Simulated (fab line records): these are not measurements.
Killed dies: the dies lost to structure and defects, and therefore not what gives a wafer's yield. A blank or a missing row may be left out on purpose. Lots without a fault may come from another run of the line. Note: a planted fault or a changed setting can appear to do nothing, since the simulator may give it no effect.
What tool caused it?    flow sky130    13 lots with 39 wafers sampled at 6 steps, on a route of 708 steps

## WHAT EACH GAUGE READ, for each wafer
SKY_SONOS_ONO_OVL_MEAS_14. Usual: SONOS_ONO_OVL gives 0.1 nm (standard deviation 1.8).
lot   measured      on          SONOS_ONO_OVL (nm)  flag
L304  day 12 08:14  overlay-02  -0.6 0.9 -0.2       
L305  day 13 00:00  overlay-02  1.4 -0.6 1.6        
L309  day 14 06:39  overlay-01  0.3 -0.6 0.0        
L310  day 14 23:09  overlay-02  -2.4 1.0 -0.4       
L311  day 14 23:28  overlay-01  -1.3 -1.6 -0.9      
L312  day 15 07:19  overlay-01  1.6 0.7 1.1         
L315  day 16 14:14  overlay-02  0.1 -1.7 -0.8       
L317  day 17 04:13  overlay-02  3.6 2.2 1.9         
L318  day 17 04:26  overlay-01  -0.8 0.1 0.8        
L322  day 19 03:50  overlay-02  5.0 3.0 4.0         
L325  day 19 22:41  overlay-02  0.1 -0.5 0.1        
L327  day 21 07:11  overlay-01  0.0 1.8 -2.1        
L326  day 21 11:50  overlay-02  2.1 3.5 1.8         

SKY_LDD_HVP_OVL_MEAS_07. Usual: LDD_HVP_OVL gives -0.7 nm (standard deviation 1.7).
lot   measured      on          LDD_HVP_OVL (nm)  flag
L304  day 21 03:07  overlay-01  0.1 -1.2 -1.9     
L305  day 21 23:32  overlay-01  -2.5 -2.6 -3.8    
L309  day 23 16:44  overlay-02  -1.4 -2.6 -1.6    
L310  day 24 06:23  overlay-01  0.8 3.7 2.7       
L311  day 24 07:23  overlay-02  -1.9 -3.5 -1.1    
L312  day 24 14:53  overlay-02  -0.8 2.4 0.6      
L315  day 26 02:17  overlay-02  -1.9 -0.7 -0.1    
L317  day 26 11:28  overlay-01  0.2 -0.5 0.8      
L318  day 26 12:49  overlay-01  -0.7 -1.1 0.8     
L322  day 28 08:13  overlay-02  0.5 0.0 -0.4      
L325  day 29 01:26  overlay-01  -4.5 -2.9 -3.1    
L327  day 30 06:34  overlay-02  -0.7 0.9 -1.7     
L326  day 31 13:01  overlay-02  0.1 -1.0 1.0      

SKY_SD_P_CD_MEAS_07: the cd target is 380 nm. Usual: cd_nm at 380 nm, with a standard deviation of 3.
lot   measured      on         cd_nm (nm)   flag
L304  day 25 02:09  cd_sem-02  381 382 382  
L305  day 25 20:47  cd_sem-02  383 383 380  
L309  day 27 23:58  cd_sem-02  382 380 382  
L310  day 28 01:05  cd_sem-01  383 384 382  
L311  day 28 01:42  cd_sem-02  375 376 376  
L312  day 28 08:54  cd_sem-01  376 378 379  
L315  day 29 20:56  cd_sem-01  - - -        OFF
L317  day 30 04:23  cd_sem-01  381 378 378  
L318  day 30 06:15  cd_sem-01  377 376 377  
L322  day 31 23:12  cd_sem-01  380 379 382  
L325  day 32 14:59  cd_sem-01  379 380 381  
L327  day 33 19:47  cd_sem-01  381 379 380  
L326  day 35 00:19  cd_sem-01  383 384 381  

SKY_SD_P_TW_MEAS_11. Usual: SD_P_TW gives 2835 (standard deviation 14).
lot   measured      on             SD_P_TW         flag
L304  day 25 02:32  film_metro-04  2838 2841 2845  
L305  day 25 21:10  film_metro-01  2809 2831 2837  
L309  day 28 00:22  film_metro-04  2839 2827 2824  
L310  day 28 01:29  film_metro-01  2839 2835 2846  
L311  day 28 02:05  film_metro-01  2830 2842 2833  
L312  day 28 09:17  film_metro-04  2836 2847 2846  
L315  day 29 21:20  film_metro-02  30 30 30        OFF
L317  day 30 04:47  film_metro-01  2850 2843 2840  
L318  day 30 06:38  film_metro-02  2841 2834 2848  
L322  day 31 23:36  film_metro-01  2846 2824 2837  
L325  day 32 15:23  film_metro-01  2829 2845 2821  
L327  day 33 20:11  film_metro-01  2854 2841 2841  
L326  day 35 00:43  film_metro-04  2802 2815 2808  

## EACH LOT AND THE TOOL THAT RAN IT (in order: tool; ch and the chambers of the sampled wafers; start)
lot   SKY_POLY_CUT_STRIP_12                 SKY_SD_P_EXPOSE_04
L304  plasma_asher-01 ch 0,1, day 23 20:37  iline_stepper-01 ch 0, day 24 11:48
L305  plasma_asher-03 ch 0,1, day 24 16:42  iline_stepper-01 ch 0, day 25 07:29
L309  plasma_asher-03 ch 0,1, day 26 19:43  iline_stepper-01 ch 0, day 27 09:29
L310  plasma_asher-01 ch 0,1, day 26 20:31  iline_stepper-01 ch 0, day 27 10:50
L311  plasma_asher-04 ch 0,1, day 26 20:54  iline_stepper-02 ch 0, day 27 11:32
L312  plasma_asher-01 ch 0,1, day 27 04:09  iline_stepper-01 ch 0, day 27 19:08
L315  plasma_asher-03 ch 0,1, day 28 16:25  iline_stepper-01 ch 0, day 29 06:55
L317  plasma_asher-03 ch 1, day 29 00:10    iline_stepper-01 ch 0, day 29 14:31
L318  plasma_asher-04 ch 0,1, day 29 02:28  iline_stepper-01 ch 0, day 29 15:51
L322  plasma_asher-03 ch 0,1, day 30 20:03  iline_stepper-02 ch 0, day 31 10:09
L325  plasma_asher-01 ch 0,1, day 31 12:06  iline_stepper-02 ch 0, day 32 01:29
L327  plasma_asher-04 ch 0, day 32 17:07    iline_stepper-01 ch 0, day 33 06:10
L326  plasma_asher-01 ch 0,1, day 33 21:49  iline_stepper-01 ch 0, day 34 10:43
- SKY_POLY_CUT_STRIP_12: strips in O2/N2.
- SKY_SD_P_EXPOSE_04: exposes mask PSDM, target cd 380 nm.

## AS READ BY THE TOOLS THEMSELVES (means over the sampled wafers that have a number; for cases with no such wafer, the mark the record gives instead)
SKY_POLY_CUT_STRIP_12. Usual: drypump_motor_current_A 5.8 A, standard deviation 0.47; oes_product_au 0.452 a.u., standard deviation 0.0049; strip_time_to_endpoint_s 5.350 s, standard deviation 0.02.
lot   tool             drypump_motor_current_A (A)  oes_product_au (a.u.)  strip_time_to_endpoint_s (s)  flag
L304  plasma_asher-01  5.8                          0.456                  5.361                         
L305  plasma_asher-03  5.8                          0.453                  5.378                         
L309  plasma_asher-03  6.1                          0.453                  5.357                         
L310  plasma_asher-01  5.8                          0.457                  5.342                         
L311  plasma_asher-04  5.3                          0.452                  5.365                         
L312  plasma_asher-01  6.1                          0.457                  5.353                         
L315  plasma_asher-03  5.8                          0.453                  5.349                         
L317  plasma_asher-03  6.4                          0.454                  5.322                         
L318  plasma_asher-04  5.3                          0.445                  5.315                         
L322  plasma_asher-03  6.1                          0.451                  5.368                         
L325  plasma_asher-01  5.8                          0.449                  5.341                         
L327  plasma_asher-04  5.1                          0.453                  5.345                         
L326  plasma_asher-01  5.8                          0.455                  5.320                         

## THE ANSWER, worked out from the rows above alone
Rule: a lot counts as off when the mean over its wafers that have a number is more than 3 standard deviations away from the usual mean. Also off: a lot with no number at a reading for which 4 or more lots have one. Any other lot the step has rows for is counted as sound. After the gauges, taken in route order, come the tools' own readings; for these a lot's mean is taken, as printed above. The first step at which some lot is off is used, and at that step the reading that is off furthest; a lot without a number counts as furthest.
Off: L315, at SKY_SD_P_CD_MEAS_07 (cd_nm). Without a number there: L315.
A tool fits if, at a process step before that reading, it ran every lot that is off, and no sound lot after the first of them. Not tried: the gauges at SKY_SD_P_CD_MEAS_07; whatever is off there is also off at SKY_SD_P_TW_MEAS_11, on other tools, and gauge error can't account for it. Not one of the candidates tried fits.

## WHAT THE SIMULATOR PUT IN
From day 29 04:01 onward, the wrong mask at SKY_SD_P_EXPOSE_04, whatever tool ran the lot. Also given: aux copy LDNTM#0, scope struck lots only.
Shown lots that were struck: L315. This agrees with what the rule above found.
